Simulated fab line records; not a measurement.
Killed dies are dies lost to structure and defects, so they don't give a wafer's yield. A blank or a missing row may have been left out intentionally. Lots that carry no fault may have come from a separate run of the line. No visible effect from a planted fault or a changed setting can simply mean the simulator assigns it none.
fab line records | flow sky130
record: lots: 13 wafers: 39 last-day: 49
route steps=708 shown LDD_N@244 LDD_HVN@276 LDD_LDN@296 SD_N@353
lots that met no fault: taken from a fault-free run of the same line
start-h: hours from the record's first day to the start of the lot's first wafer shown | wait-h: time in hours since the lot's previous step | " same as the row above | L1.1+2: a single row standing in for several wafers | - no value present, or no start provided | * or withheld: withheld | < > ~ a bound
route shown NAME@n: names a module that has steps shown in the file, with the first one's number in the route | usual: the fault-free wafers' mean and standard deviation | same: alike in all rows | chamber/n: place in a boat | sites: per-site readings | _std_site: how widely they spread, as a standard deviation | _edge_site: mean of outer sites minus mean of inner sites | radius-mm: for every site, how far away it sits from the centre of the wafer | mask NAME#n: copy n | behind: the tool/chamber that last shaped the wafer | hold: reason for holding the lot/hours on hold/outcome of the hold | device: the transistor (n, p or np) that didn't switch | end of line: at the end of the route, the tests of the same wafers | a step with no rows: only its recipe | killed: at the first sort, the dies lost to defects and structure; wafer yield is something else | map: per-die view of a wafer (x killed, . not killed, _ where there is no die)
set.NAME: the setting the step ran with; set.NAME@STEP: the setting that earlier step ran with | model.NAME: the simulator's own value behind a step, which no gauge read
the route's steps for a sample of lots (tables are steps, rows are wafers)
services: from which hour (start-h, from the record's first day; less than 0 if before it) a tool's chamber was out of use, for how many hours, and why
== steps ==
step: SKY_LDD_N_OVL_MEAS_07
usual: LDD_N_OVL: 0.6/1.2
columns lot.wafer tool chamber start-h wait-h LDD_N_OVL[nm]
L623.1 overlay-02 - 424.90 0.1 1.2
L623.2 " - " " 0.7
L623.4 " - " " 1.8
L624.3 overlay-01 - 429.49 0.1 0.5
L624.4 " - " " -0.4
L624.5 " - " " 1.2
L626.1 overlay-01 - 446.11 0.1 1.5
L626.4 " - " " 0.3
L626.5 " - " " 2.3
L627.2 overlay-01 - 453.30 0.1 2.5
L627.3 " - " " 1.7
L627.4 " - " " 3.4
L628.3 overlay-02 - 459.28 0.1 1.1
L628.4 " - " " 0.8
L628.5 " - " " 1.0
L631.2 overlay-02 - 484.50 0.1 0.0
L631.4 " - " " 3.2
L631.6 " - " " -0.9
L632.1 overlay-02 - 488.03 0.1 1.8
L632.3 " - " " 1.7
L632.5 " - " " 1.6
L634.1 overlay-02 - 508.74 0.1 0.0
L634.3 " - " " 0.1
L634.5 " - " " 1.1
L635.3 overlay-01 - 514.74 0.1 -0.5
L635.4 " - " " -1.5
L635.5 " - " " 1.6
L637.1 overlay-02 - 532.31 0.1 1.6
L637.4 " - " " -1.1
L637.6 " - " " -0.3
L638.1 overlay-02 - 539.69 0.1 -0.7
L638.3 " - " " 0.0
L638.6 " - " " 0.2
L640.1 overlay-02 - 550.58 0.1 1.0
L640.2 " - " " -0.2
L640.4 " - " " -1.0
L642.2 overlay-01 - 569.82 0.1 2.1
L642.3 " - " " 0.4
L642.4 " - " " 0.6
step: SKY_LDD_HVN_STRIP_09
recipe: chemistry: O2/N2 power-w: 1400 pressure-mtorr: 1500 platen-temp-c: withheld o2-flow-sccm: 3000 n2-flow-sccm: 300 overash-fraction: 0.5
usual: drypump-motor-current-A: 5.71/0.19 oes-product-au: 0.408/0.0044 strip-time-to-endpoint-s: 4.137/0.014
columns lot.wafer tool chamber start-h wait-h drypump-motor-current-A oes-product-au rf-hours-counter-h strip-time-to-endpoint-s
L623.1 plasma-asher-01 0 486.91 0.1 5.75 0.409 37 4.148
L623.2 " 1 " " 5.73 0.415 37 4.136
L623.4 " 0 " " 5.75 0.410 - 4.130
L624.3 plasma-asher-01 0 492.22 0.1 5.78 0.405 - 4.132
L624.4 " 1 " " 5.73 0.406 - 4.136
L624.5 " 1 " " 5.73 0.416 - 4.138
L626.1 plasma-asher-04 0 509.27 0.1 5.33 0.411 79 4.121
L626.4 " 0 " " 5.33 0.405 - 4.126
L626.5 " 0 " " 5.33 0.418 - 4.125
L627.2 plasma-asher-01 0 516.81 0.1 5.75 0.404 39 4.128
L627.3 " 0 " " 5.76 0.412 - 4.134
L627.4 " 1 " " 5.72 0.409 - 4.123
L628.3 plasma-asher-04 0 521.50 0.1 5.29 0.403 - 4.152
L628.4 " 1 " " 5.64 0.408 - 4.147
L628.5 " 0 " " 5.28 0.399 - 4.140
L631.2 plasma-asher-03 0 546.89 0.1 5.96 0.409 72 4.139
L631.4 " 0 " " 5.97 0.413 - 4.125
L631.6 " 1 " " 5.70 0.402 - 4.132
L632.1 plasma-asher-03 0 550.04 0.1 5.99 0.413 72 4.145
L632.3 " 0 " " 5.97 0.407 - 4.154
L632.5 " 0 " " 5.97 0.410 - 4.155
L634.1 plasma-asher-01 0 570.30 0.1 5.78 0.404 45 4.115
L634.3 " 0 " " 5.78 0.407 - 4.126
L634.5 " 0 " " 5.76 0.418 - 4.118
L635.3 plasma-asher-01 0 576.58 0.1 5.77 0.410 - 4.136
L635.4 " 1 " " 5.72 0.407 - 4.115
L635.5 " 1 " " 5.74 0.411 - 4.130
L637.1 plasma-asher-03 1 593.96 0.1 5.69 0.406 74 4.147
L637.4 " 1 " " 5.69 0.403 - 4.147
L637.6 " 0 " " 5.97 0.414 - 4.130
L638.1 plasma-asher-03 1 601.10 0.1 5.69 0.405 74 4.106
L638.3 " 1 " " 5.68 0.399 - 4.138
L638.6 " 0 " " 5.98 0.403 - 4.135
L640.1 plasma-asher-04 0 611.05 0.1 5.31 0.414 90 4.136
L640.2 " 1 " " 5.66 0.408 90 4.149
L640.4 " 0 " " 5.30 0.410 - 4.122
L642.2 plasma-asher-03 1 630.11 0.1 5.69 0.408 77 4.129
L642.3 " 1 " " 5.67 0.403 - 4.147
L642.4 " 0 " " 5.98 0.405 - 4.125
step: SKY_LDD_LDN_OVL_MEAS_07
usual: LDD_LDN_OVL: -0.9/1.3
columns lot.wafer tool chamber start-h wait-h LDD_LDN_OVL[nm]
L623.1 overlay-02 - 547.46 0.1 0.8
L623.2 " - " " -1.1
L623.4 " - " " 0.8
L624.3 overlay-01 - 553.04 0.1 -0.3
L624.4 " - " " -2.9
L624.5 " - " " -0.9
L626.1 overlay-01 - 569.23 0.1 -2.6
L626.4 " - " " -2.7
L626.5 " - " " -1.9
L627.2 overlay-02 - 576.67 0.1 -1.5
L627.3 " - " " -2.0
L627.4 " - " " -2.0
L628.3 overlay-01 - 581.51 0.1 -1.4
L628.4 " - " " 0.1
L628.5 " - " " 1.3
L631.2 overlay-01 - 607.17 0.1 -0.5
L631.4 " - " " -1.3
L631.6 " - " " -0.9
L632.1 overlay-02 - 610.34 0.1 -2.7
L632.3 " - " " -1.1
L632.5 " - " " -0.4
L634.1 overlay-02 - 629.63 0.1 -0.3
L634.3 " - " " 0.8
L634.5 " - " " -0.9
L635.3 overlay-01 - 634.41 0.1 -1.3
L635.4 " - " " -0.4
L635.5 " - " " -0.7
L637.1 overlay-02 - 651.38 0.1 -3.8
L637.4 " - " " -1.2
L637.6 " - " " -2.2
L638.1 overlay-01 - 660.13 0.1 -1.9
L638.3 " - " " -2.0
L638.6 " - " " -3.0
L640.1 overlay-01 - 668.14 0.1 -1.5
L640.2 " - " " -1.4
L640.4 " - " " -1.0
L642.2 overlay-01 - 687.37 0.1 -1.8
L642.3 " - " " -1.2
L642.4 " - " " -1.5
step: SKY_SD_N_STRIP_11
recipe: chemistry: O2/N2 power-w: 1400 pressure-mtorr: 1500 platen-temp-c: withheld o2-flow-sccm: 3000 n2-flow-sccm: 300 overash-fraction: 0.5
usual: drypump-motor-current-A: 5.7/0.39 oes-product-au: 0.528/0.0044 strip-time-to-endpoint-s: 22.55/0.04
columns lot.wafer tool chamber start-h wait-h drypump-motor-current-A oes-product-au rf-hours-counter-h strip-time-to-endpoint-s
L623.1 plasma-asher-02 1 667.18 0.1 5.2 0.529 25 22.53
L623.2 " 0 " " 6.3 0.530 25 22.54
L623.4 " 1 " " 5.2 0.524 - 22.58
L624.3 plasma-asher-04 0 675.23 0.1 5.3 0.525 - 22.54
L624.4 " 1 " " 5.6 0.529 - 22.56
L624.5 " 1 " " 5.6 0.536 - 22.56
L626.1 plasma-asher-04 1 687.95 0.1 5.7 0.530 97 22.59
L626.4 " 0 " " 5.3 0.522 - 22.63
L626.5 " 1 " " 5.6 0.521 - 22.63
L627.2 plasma-asher-01 0 693.55 0.1 5.7 0.527 58 22.57
L627.3 " 0 " " 5.8 0.529 - 22.55
L627.4 " 1 " " 5.7 0.521 - 22.58
L628.3 plasma-asher-04 1 697.87 0.1 5.6 0.521 - 22.52
L628.4 " 0 " " 5.3 0.528 - 22.57
L628.5 " 1 " " 5.7 0.537 - 22.53
L631.2 plasma-asher-02 0 723.65 0.1 6.4 0.524 30 22.58
L631.4 " 1 " " 5.2 0.533 - 22.62
L631.6 " 0 " " 6.4 0.522 - 22.60
L632.1 plasma-asher-02 1 726.39 0.1 5.2 0.526 30 22.49
L632.3 " 0 " " 6.4 0.529 - 22.46
L632.5 " 0 " " 6.3 0.525 - 22.47
L634.1 plasma-asher-04 1 744.35 0.1 5.6 0.527 0 22.57
L634.3 " 1 " " 5.7 0.528 - 22.60
L634.5 " 0 " " 5.3 0.527 - 22.51
L635.3 plasma-asher-01 0 750.73 0.1 5.8 0.533 - 22.56
L635.4 " 1 " " 5.7 0.527 - 22.57
L635.5 " 0 " " 5.8 0.530 - 22.54
L637.1 plasma-asher-01 0 765.60 0.1 5.8 0.525 66 22.52
L637.4 " 1 " " 5.8 0.517 - 22.54
L637.6 " 0 " " 5.7 0.525 - 22.54
L638.1 plasma-asher-02 1 773.48 0.1 5.2 0.528 35 22.50
L638.3 " 1 " " 5.2 0.527 - 22.51
L638.6 " 1 " " 5.2 0.534 - 22.54
L640.1 plasma-asher-02 1 780.75 0.1 5.2 0.524 36 22.61
L640.2 " 0 " " 6.4 0.531 36 22.57
L640.4 " 1 " " 5.2 0.530 - 22.60
L642.2 plasma-asher-01 1 800.17 0.1 5.7 0.464 69 -
L642.3 " 1 " " 5.7 0.452 - -
L642.4 " 0 " " 5.8 0.450 - -
== services ==
columns tool chamber start-h hours kind
plasma-asher-02 - 537.13 1.7 repair
plasma-asher-03 - 544.52 1.1 repair
plasma-asher-03 - 558.08 22.2 repair
plasma-asher-02 - 675.09 2.7 repair
plasma-asher-03 - 693.33 2.8 pm
plasma-asher-04 - 733.75 9.0 pm
plasma-asher-04 0 733.75 9.0 vent-cycle
plasma-asher-04 1 733.75 9.0 vent-cycle
plasma-asher-04 0 742.75 - clean
plasma-asher-04 1 742.75 - clean
plasma-asher-03 - 787.93 0.5 repair
plasma-asher-02 - 797.45 2.8 pm
== key ==
first-sign: step: SKY_SD_N_STRIP_11 reading: oes-product-au direction: down sigmas: 16 usual: 0.528 struck: 0.455
effect none on later readings
met-at SKY_SD_N_STRIP_11
struck-lots L642
later-rows-left-out L642.2,L642.3,L642.4
sort-left-out L642.2,L642.3,L642.4
tester-left-out L642
not-acting-at SKY_LDD_N_OVL_MEAS_07,SKY_LDD_HVN_STRIP_09,SKY_LDD_LDN_OVL_MEAS_07
onset-between 765.60 800.17
fault: kind: strip-aborted tool: plasma-asher-01 chamber: - onset-h: 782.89 steps: SKY_SD_N_STRIP_11 offset: 0.61177 end-h: 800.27
tester-left-out: of these lots the tester's yield and bins aren't shown, on N5 and GAA mostly nor the transistor test; their killed dies are dies lost to structure and defects alone, not to doping, threshold or leakage, so they don't give the yield
sort-left-out: the simulated sort isn't trusted on such a fault, so these wafers' sort isn't shown, and their yield isn't known
later-rows-left-out: the simulator's readings of these wafers behind a module that went badly wrong aren't trusted and aren't shown, but for the sort
